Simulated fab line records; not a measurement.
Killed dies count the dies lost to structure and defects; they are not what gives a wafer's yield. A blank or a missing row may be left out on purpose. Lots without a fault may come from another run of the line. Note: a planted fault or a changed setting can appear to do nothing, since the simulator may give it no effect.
fab line records + flow sfqLine
record:
- lots: 14
- wafers: 42
- lastDay: 87
route steps=325 shown L0@12 I5@236 M6@262 M7@291
lots that met no fault: taken from a fault-free run of the same line
startH: hours from the record's first day to the start of the lot's first wafer shown + waitH: hours from the lot's prior step to this one + " same as the row above + L1.1+2: a row that stands for several wafers + - no value, or no start given + * or withheld: withheld + < > ~ a bound
route shown NAME@n: a module of which the file shows steps, and the number in the route of the first + usual: mean/standard deviation taken from wafers without a fault + same: alike in all rows + chamber/n: place in a boat + sites: each site's reading + _std_site: how widely they spread, as a standard deviation + _edge_site: inner sites' mean taken away from outer sites' mean + radiusMm: how far each site lies from the wafer's centre + mask NAME#n: copy n + behind: the most recent tool/chamber to have shaped the wafer + hold: why the lot was held/for how many hours/how that ended + device: whichever transistor did not switch (one of n, p or np) + end of line: tests run on the same wafers once the route is complete + step lacking rows: just its recipe + killed: the dies lost at the first sort to structure and to defects; this is not the yield of the wafer + map: per-die view of a wafer (x killed, . not killed, _ where there is no die)
set.NAME: the run value of the setting; set.NAME@STEP: its run value at that earlier step + model.NAME: the simulator's own value behind a step, which no gauge read
the route's steps for a sample of lots (tables are steps, rows are wafers)
services: when a tool's chamber went out of use (startH, in hours from the record's first day, below 0 if earlier), for how many hours, and the reason
== steps ==
step: SFQ_TRILAYER_L0_BARC_OPEN_METAL_ETCH_010
recipe:
- maskMaterial: PR
- chemistry: O2
- targetDepthNm: 125
- target: BARC
- icpW: 600
- biasW: 80
- pressureMtorr: 10
- timeS: 41.7
usual:
- drypumpMotorCurrentA: 5.7/0.35
- oesProductAu: 0.685/0.0052
- runLengthS: 70.0/0.75
| lot.wafer | tool        | chamber | startH | waitH | drypumpMotorCurrentA | oesProductAu | rfHoursCounterH | runLengthS |
|-----------|-------------|---------|--------|-------|----------------------|--------------|-----------------|------------|
| L766.1    | rieMetal-04 | 0       | 85.38  | 0.1   | 5.0                  | 0.683        | 83              | 69.6       |
| L766.3    | "           | 1       | "      | "     | 5.8                  | 0.689        | -               | 69.7       |
| L766.4    | "           | 0       | "      | "     | 5.0                  | 0.681        | -               | 69.4       |
| L767.2    | rieMetal-03 | 1       | 92.58  | 0.1   | 6.0                  | 0.693        | 4               | 70.2       |
| L767.4    | "           | 1       | "      | "     | 5.9                  | 0.684        | -               | 69.8       |
| L767.6    | "           | 0       | "      | "     | 6.0                  | 0.685        | -               | 70.1       |
| L768.2    | rieMetal-04 | 0       | 98.58  | 0.1   | 5.0                  | 0.690        | 85              | 69.1       |
| L768.5    | "           | 0       | "      | "     | 5.0                  | 0.692        | -               | 69.1       |
| L768.6    | "           | 1       | "      | "     | 5.8                  | 0.690        | -               | 69.5       |
| L769.1    | rieMetal-03 | 1       | 106.98 | 0.1   | 6.0                  | 0.679        | 7               | 70.7       |
| L769.5    | "           | 1       | "      | "     | 6.0                  | 0.686        | -               | 70.2       |
| L769.6    | "           | 0       | "      | "     | 5.9                  | 0.688        | -               | 70.8       |
| L774.3    | rieMetal-04 | 1       | 135.80 | 0.1   | 5.8                  | 0.689        | -               | 69.8       |
| L774.5    | "           | 0       | "      | "     | 5.0                  | 0.681        | -               | 69.1       |
| L774.6    | "           | 1       | "      | "     | 5.8                  | 0.683        | -               | 69.5       |
| L775.3    | rieMetal-03 | 0       | 140.60 | 0.1   | 5.9                  | 0.680        | -               | 70.2       |
| L775.4    | "           | 1       | "      | "     | 6.0                  | 0.692        | -               | 70.4       |
| L775.5    | "           | 0       | "      | "     | 5.9                  | 0.687        | -               | 69.8       |
| L776.1    | rieMetal-03 | 0       | 145.66 | 0.1   | 5.9                  | 0.676        | 134             | 70.1       |
| L776.3    | "           | 0       | "      | "     | 5.9                  | 0.684        | -               | 70.0       |
| L776.6    | "           | 0       | "      | "     | 5.9                  | 0.685        | -               | 69.8       |
| L780.1    | rieMetal-03 | 1       | 166.06 | 0.1   | 6.0                  | 0.683        | 18              | 70.0       |
| L780.3    | "           | 1       | "      | "     | 5.9                  | 0.692        | -               | 70.1       |
| L780.6    | "           | 0       | "      | "     | 5.9                  | 0.679        | -               | 70.3       |
| L782.1    | rieMetal-04 | 1       | 174.46 | 0.1   | 5.8                  | 0.686        | 16              | 70.2       |
| L782.3    | "           | 1       | "      | "     | 5.9                  | 0.684        | -               | 69.7       |
| L782.4    | "           | 0       | "      | "     | 5.0                  | 0.686        | -               | 69.1       |
| L783.2    | rieMetal-02 | 1       | 179.28 | 0.1   | 5.8                  | 0.679        | -               | 70.4       |
| L783.3    | "           | 1       | "      | "     | 5.8                  | 0.690        | -               | 69.9       |
| L783.6    | "           | 1       | "      | "     | 5.8                  | 0.686        | -               | 70.0       |
| L784.1    | rieMetal-04 | 0       | 182.86 | 0.1   | 5.0                  | 0.680        | 105             | 69.2       |
| L784.4    | "           | 1       | "      | "     | 5.8                  | 0.681        | -               | 69.9       |
| L784.5    | "           | 1       | "      | "     | 5.8                  | 0.683        | -               | 70.1       |
| L785.2    | rieMetal-03 | 1       | 191.26 | 0.1   | 6.0                  | 0.696        | 23              | 70.0       |
| L785.3    | "           | 1       | "      | "     | 6.0                  | 0.680        | -               | 70.5       |
| L785.4    | "           | 0       | "      | "     | 5.9                  | 0.691        | -               | 70.6       |
| L786.1    | rieMetal-03 | 0       | 194.86 | 0.1   | 5.9                  | 0.683        | 143             | 70.2       |
| L786.3    | "           | 1       | "      | "     | 6.0                  | 0.689        | -               | 70.2       |
| L786.5    | "           | 0       | "      | "     | 5.9                  | 0.673        | -               | 70.1       |
| L788.2    | rieMetal-03 | 1       | 204.26 | 0.1   | 6.0                  | 0.680        | 25              | 70.3       |
| L788.5    | "           | 1       | "      | "     | 6.0                  | 0.687        | -               | 70.1       |
| L788.6    | "           | 0       | "      | "     | 5.9                  | 0.686        | -               | 70.6       |
step: SFQ_TRILAYER_I5_BARC_OPEN_VIA_ETCH_200
recipe:
- maskMaterial: PR
- chemistry: O2
- targetDepthNm: 125
- target: BARC
- sourceW: 500
- biasW: 80
- pressureMtorr: 30
- timeS: 41.7
usual:
- drypumpMotorCurrentA: 5.8/0.45
- oesProductAu: 0.686/0.0047
- runLengthS: 69.9/0.5
| lot.wafer | tool       | chamber | startH  | waitH | drypumpMotorCurrentA | oesProductAu | rfHoursCounterH | runLengthS |
|-----------|------------|---------|---------|-------|----------------------|--------------|-----------------|------------|
| L766.1    | rieDiel-02 | 1       | 1457.41 | 0.0   | 5.0                  | 0.684        | 13              | 70.7       |
| L766.3    | "          | 0       | "       | "     | 5.7                  | 0.683        | 10              | 70.0       |
| L766.4    | "          | 2       | "       | "     | 6.0                  | 0.686        | 17              | 70.5       |
| L767.2    | rieDiel-02 | 2       | 1467.01 | 0.0   | 6.0                  | 0.678        | 18              | 70.0       |
| L767.4    | "          | 3       | "       | "     | 5.5                  | 0.684        | 16              | 69.4       |
| L767.6    | "          | 3       | "       | "     | 5.5                  | 0.683        | -               | 69.1       |
| L768.2    | rieDiel-01 | 0       | 1469.02 | 0.0   | 5.8                  | 0.680        | 12              | 69.8       |
| L768.5    | "          | 1       | "       | "     | 5.9                  | 0.686        | -               | 69.7       |
| L768.6    | "          | 0       | "       | "     | 5.8                  | 0.690        | -               | 69.8       |
| L769.1    | rieDiel-01 | 3       | 1686.86 | 0.0   | 5.2                  | 0.686        | 2               | 69.9       |
| L769.5    | "          | 1       | "       | "     | 5.9                  | 0.686        | -               | 69.7       |
| L769.6    | "          | 0       | "       | "     | 5.8                  | 0.688        | -               | 70.2       |
| L774.3    | rieDiel-01 | 0       | 1733.56 | 0.0   | 5.8                  | 0.678        | 15              | 70.3       |
| L774.5    | "          | 0       | "       | "     | 5.8                  | 0.692        | -               | 70.0       |
| L774.6    | "          | 3       | "       | "     | 5.2                  | 0.680        | -               | 70.1       |
| L775.3    | rieDiel-02 | 3       | 1737.16 | 0.0   | 5.5                  | 0.683        | 20              | 69.3       |
| L775.4    | "          | 2       | "       | "     | 6.0                  | 0.685        | 2               | 70.2       |
| L775.5    | "          | 0       | "       | "     | 5.6                  | 0.689        | -               | 69.8       |
| L776.1    | rieDiel-02 | 2       | 1741.96 | 0.0   | 6.0                  | 0.685        | 2               | 70.1       |
| L776.3    | "          | 0       | "       | "     | 5.6                  | 0.685        | 14              | 70.1       |
| L776.6    | "          | 3       | "       | "     | 5.5                  | 0.683        | -               | 69.1       |
| L780.1    | rieDiel-03 | 0       | 1756.36 | 0.0   | 6.1                  | 0.684        | 6               | 70.7       |
| L780.3    | "          | 1       | "       | "     | 5.3                  | 0.695        | 5               | 69.5       |
| L780.6    | "          | 0       | "       | "     | 6.1                  | 0.684        | -               | 70.7       |
| L782.1    | rieDiel-02 | 1       | 1762.36 | 0.0   | 4.9                  | 0.685        | 17              | 70.9       |
| L782.3    | "          | 0       | "       | "     | 5.7                  | 0.685        | 14              | 69.8       |
| L782.4    | "          | 3       | "       | "     | 5.5                  | 0.683        | 20              | 69.8       |
| L783.2    | rieDiel-01 | 0       | 1763.56 | 0.0   | 5.8                  | 0.686        | 16              | 70.1       |
| L783.3    | "          | 1       | "       | "     | 5.9                  | 0.686        | 7               | 69.6       |
| L783.6    | "          | 1       | "       | "     | 5.8                  | 0.688        | -               | 69.6       |
| L784.1    | rieDiel-03 | 0       | 1767.16 | 0.0   | 6.1                  | 0.691        | 6               | 70.7       |
| L784.4    | "          | 1       | "       | "     | 5.2                  | 0.690        | 6               | 69.4       |
| L784.5    | "          | 0       | "       | "     | 6.1                  | 0.678        | -               | 70.6       |
| L785.2    | rieDiel-03 | 3       | 1775.56 | 0.0   | 6.3                  | 0.684        | 1               | 69.4       |
| L785.3    | "          | 0       | "       | "     | 6.1                  | 0.688        | 7               | 70.4       |
| L785.4    | "          | 1       | "       | "     | 5.2                  | 0.686        | 6               | 69.1       |
| L786.1    | rieDiel-03 | 2       | 1777.96 | 0.0   | 6.7                  | 0.691        | 7               | 69.7       |
| L786.3    | "          | 1       | "       | "     | 5.2                  | 0.684        | 6               | 69.2       |
| L786.5    | "          | 0       | "       | "     | 6.1                  | 0.692        | -               | 70.5       |
| L788.2    | rieDiel-03 | 1       | 1787.56 | 0.0   | 5.2                  | 0.695        | 6               | 69.0       |
| L788.5    | "          | 0       | "       | "     | 6.1                  | 0.693        | -               | 70.7       |
| L788.6    | "          | 1       | "       | "     | 5.2                  | 0.677        | -               | 69.1       |
step: SFQ_TRILAYER_M6_BARC_OPEN_METAL_ETCH_206
recipe:
- maskMaterial: PR
- chemistry: O2
- targetDepthNm: 125
- target: BARC
- icpW: 600
- biasW: 80
- pressureMtorr: 10
- timeS: 41.7
usual:
- drypumpMotorCurrentA: 5.9/0.37
- oesProductAu: 0.685/0.0052
- runLengthS: 70.3/0.94
| lot.wafer | tool        | chamber | startH  | waitH | drypumpMotorCurrentA | oesProductAu | rfHoursCounterH | runLengthS |
|-----------|-------------|---------|---------|-------|----------------------|--------------|-----------------|------------|
| L766.1    | rieMetal-01 | 0       | 1562.39 | 0.0   | 6.1                  | 0.677        | 26              | 70.4       |
| L766.3    | "           | 1       | "       | "     | 6.3                  | 0.691        | -               | 70.5       |
| L766.4    | "           | 0       | "       | "     | 6.0                  | 0.685        | -               | 70.4       |
| L767.2    | rieMetal-04 | 0       | 1569.59 | 0.0   | 5.0                  | 0.680        | 4               | 69.2       |
| L767.4    | "           | 1       | "       | "     | 5.8                  | 0.676        | -               | 69.8       |
| L767.6    | "           | 0       | "       | "     | 5.0                  | 0.670        | -               | 69.5       |
| L768.2    | rieMetal-01 | 1       | 1573.19 | 0.0   | 6.3                  | 0.679        | 68              | 70.2       |
| L768.5    | "           | 0       | "       | "     | 6.1                  | 0.685        | -               | 70.8       |
| L768.6    | "           | 1       | "       | "     | 6.3                  | 0.678        | -               | 70.2       |
| L769.1    | rieMetal-03 | 1       | 1730.57 | 0.0   | 6.0                  | 0.686        | 96              | 70.1       |
| L769.5    | "           | 1       | "       | "     | 6.0                  | 0.683        | -               | 70.1       |
| L769.6    | "           | 0       | "       | "     | 5.9                  | 0.686        | -               | 70.1       |
| L774.3    | rieMetal-04 | 0       | 1900.32 | 0.0   | 5.0                  | 0.674        | -               | 69.7       |
| L774.5    | "           | 0       | "       | "     | 5.0                  | 0.686        | -               | 69.3       |
| L774.6    | "           | 1       | "       | "     | 5.8                  | 0.732        | -               | 65.8       |
| L775.3    | rieMetal-01 | 0       | 1908.32 | 0.0   | 6.1                  | 0.687        | -               | 70.3       |
| L775.4    | "           | 1       | "       | "     | 6.3                  | 0.684        | -               | 70.4       |
| L775.5    | "           | 1       | "       | "     | 6.3                  | 0.688        | -               | 70.3       |
| L776.1    | rieMetal-04 | 1       | 1916.70 | 0.0   | 5.8                  | 0.740        | 123             | 66.2       |
| L776.3    | "           | 1       | "       | "     | 5.8                  | 0.746        | -               | 66.2       |
| L776.6    | "           | 1       | "       | "     | 5.8                  | 0.738        | -               | 65.9       |
| L780.1    | rieMetal-01 | 1       | 1928.70 | 0.0   | 6.3                  | 0.689        | 120             | 70.2       |
| L780.3    | "           | 0       | "       | "     | 6.1                  | 0.687        | -               | 70.6       |
| L780.6    | "           | 1       | "       | "     | 6.3                  | 0.691        | -               | 70.5       |
| L782.1    | rieMetal-01 | 0       | 1943.10 | 0.0   | 6.1                  | 0.680        | 82              | 70.4       |
| L782.3    | "           | 1       | "       | "     | 6.3                  | 0.690        | -               | 70.5       |
| L782.4    | "           | 0       | "       | "     | 6.1                  | 0.684        | -               | 70.0       |
| L783.2    | rieMetal-03 | 1       | 1944.30 | 0.0   | 6.0                  | 0.695        | 130             | 72.9       |
| L783.3    | "           | 0       | "       | "     | 5.9                  | 0.683        | -               | 73.4       |
| L783.6    | "           | 0       | "       | "     | 5.9                  | 0.683        | -               | 72.8       |
| L784.1    | rieMetal-03 | 1       | 1948.35 | 0.0   | 6.0                  | 0.684        | 130             | 73.6       |
| L784.4    | "           | 0       | "       | "     | 5.9                  | 0.678        | -               | 73.3       |
| L784.5    | "           | 0       | "       | "     | 5.9                  | 0.687        | -               | 73.7       |
| L785.2    | rieMetal-01 | 0       | 1954.35 | 0.0   | 6.1                  | 0.692        | 84              | 70.0       |
| L785.3    | "           | 1       | "       | "     | 6.3                  | 0.679        | -               | 70.6       |
| L785.4    | "           | 0       | "       | "     | 6.1                  | 0.688        | -               | 70.6       |
| L786.1    | rieMetal-01 | 0       | 1956.75 | 0.0   | 6.1                  | 0.687        | 85              | 70.3       |
| L786.3    | "           | 1       | "       | "     | 6.3                  | 0.675        | -               | 70.5       |
| L786.5    | "           | 1       | "       | "     | 6.3                  | 0.687        | -               | 70.2       |
| L788.2    | rieMetal-03 | 0       | 1962.77 | 0.0   | 5.9                  | 0.692        | -               | 70.3       |
| L788.5    | "           | 0       | "       | "     | 5.9                  | 0.686        | -               | 70.2       |
| L788.6    | "           | 0       | "       | "     | 6.0                  | 0.675        | -               | 70.0       |
step: SFQ_M7_OVL_MEAS_945
usual:
- M7_OVL: 1/6.4
| lot.wafer | tool       | chamber | startH  | waitH | M7_OVL[nm] |
|-----------|------------|---------|---------|-------|------------|
| L766.1    | overlay-02 | -       | 1680.66 | 0.1   | 3          |
| L766.3    | "          | -       | "       | "     | 6          |
| L766.4    | "          | -       | "       | "     | -2         |
| L767.2    | overlay-01 | -       | 1686.74 | 0.1   | 7          |
| L767.4    | "          | -       | "       | "     | 3          |
| L767.6    | "          | -       | "       | "     | 5          |
| L768.2    | overlay-02 | -       | 1692.25 | 0.1   | 13         |
| L768.5    | "          | -       | "       | "     | 8          |
| L768.6    | "          | -       | "       | "     | 9          |
| L769.1    | overlay-02 | -       | 1829.52 | 0.1   | 17         |
| L769.5    | "          | -       | "       | "     | 11         |
| L769.6    | "          | -       | "       | "     | 10         |
| L774.3    | overlay-02 | -       | 1912.37 | 0.1   | -3         |
| L774.5    | "          | -       | "       | "     | -7         |
| L774.6    | "          | -       | "       | "     | 7          |
| L775.3    | overlay-02 | -       | 1920.29 | 0.1   | -8         |
| L775.4    | "          | -       | "       | "     | -13        |
| L775.5    | "          | -       | "       | "     | -4         |
| L776.1    | overlay-02 | -       | 1929.45 | 0.1   | -4         |
| L776.3    | "          | -       | "       | "     | -8         |
| L776.6    | "          | -       | "       | "     | 2          |
| L780.1    | overlay-02 | -       | 1942.65 | 0.1   | -5         |
| L780.3    | "          | -       | "       | "     | -2         |
| L780.6    | "          | -       | "       | "     | 4          |
| L782.1    | overlay-02 | -       | 1957.47 | 0.1   | -2         |
| L782.3    | "          | -       | "       | "     | 2          |
| L782.4    | "          | -       | "       | "     | -6         |
| L783.2    | overlay-01 | -       | 1959.88 | 0.1   | -1         |
| L783.3    | "          | -       | "       | "     | 0          |
| L783.6    | "          | -       | "       | "     | 2          |
| L784.1    | overlay-01 | -       | 1962.27 | 0.1   | 8          |
| L784.4    | "          | -       | "       | "     | 7          |
| L784.5    | "          | -       | "       | "     | 5          |
| L785.2    | overlay-01 | -       | 1978.66 | 0.1   | -4         |
| L785.3    | "          | -       | "       | "     | 0          |
| L785.4    | "          | -       | "       | "     | 2          |
| L786.1    | overlay-01 | -       | 1981.05 | 0.1   | -10        |
| L786.3    | "          | -       | "       | "     | -9         |
| L786.5    | "          | -       | "       | "     | -10        |
| L788.2    | overlay-01 | -       | 1989.46 | 0.1   | 4          |
| L788.5    | "          | -       | "       | "     | 5          |
| L788.6    | "          | -       | "       | "     | -1         |
== services ==
| tool        | chamber | startH  | hours | kind   |
|-------------|---------|---------|-------|--------|
| rieMetal-04 | 0       | 201.53  | 88.1  | repair |
| rieMetal-04 | -       | 243.03  | 2.8   | pm     |
| rieMetal-04 | -       | 318.31  | 2.0   | repair |
| rieMetal-04 | 0       | 341.08  | 1.2   | repair |
| rieMetal-04 | -       | 348.26  | 0.3   | repair |
| rieMetal-04 | 1       | 508.93  | 13.8  | repair |
| rieMetal-04 | 0       | 620.99  | 2.5   | repair |
| rieMetal-04 | -       | 676.44  | 28.1  | pm     |
| rieMetal-04 | -       | 759.05  | 4.3   | pm     |
| rieMetal-03 | -       | 850.24  | 2.8   | pm     |
| rieMetal-03 | 1       | 937.22  | 29.3  | repair |
| rieMetal-04 | 0       | 974.09  | 9.8   | repair |
| rieMetal-04 | -       | 1031.07 | 0.6   | repair |
| rieMetal-03 | 0       | 1098.19 | 3.3   | repair |
| rieMetal-03 | -       | 1108.47 | 14.6  | pm     |
| rieMetal-03 | -       | 1139.38 | 0.2   | repair |
| rieMetal-03 | 1       | 1152.56 | 6.7   | repair |
| rieMetal-03 | 0       | 1203.73 | 9.7   | repair |
| rieMetal-03 | -       | 1230.80 | 2.0   | repair |
| rieMetal-03 | -       | 1342.63 | 28.1  | pm     |
| rieMetal-03 | 1       | 1721.10 | 3.7   | repair |
| rieMetal-03 | -       | 1766.97 | 0.3   | repair |
| rieMetal-03 | -       | 1787.60 | 5.7   | repair |
| rieMetal-03 | -       | 1950.24 | 2.8   | pm     |
== key ==
firstSign:
- step: SFQ_TRILAYER_M6_BARC_OPEN_METAL_ETCH_206
- reading: oesProductAu
- direction: up
- sigmas: 10
- usual: 0.685
- struck: 0.739
effect:
- step: SFQ_TRILAYER_M6_BARC_OPEN_METAL_ETCH_206
- reading: runLengthS
- direction: down
- sigmas: 4.6
- usual: *
- struck: *
metAt SFQ_TRILAYER_M6_BARC_OPEN_METAL_ETCH_206
struckLots L774,L776
struckWafers L774.6,L776.1,L776.3,L776.6
notActingAt SFQ_TRILAYER_L0_BARC_OPEN_METAL_ETCH_010,SFQ_TRILAYER_I5_BARC_OPEN_VIA_ETCH_200,SFQ_M7_OVL_MEAS_945
onsetBetween 1569.59 1900.32
fault:
- kind: processParameterDrift
- tool: rieMetal-04
- chamber: 1
- onsetH: 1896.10
- steps: SFQ_TRILAYER_M6_BARC_OPEN_METAL_ETCH_206
- channel: timeS
- offset: *
- shape: step
- endH: 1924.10
- actsIn: *
- stated: *
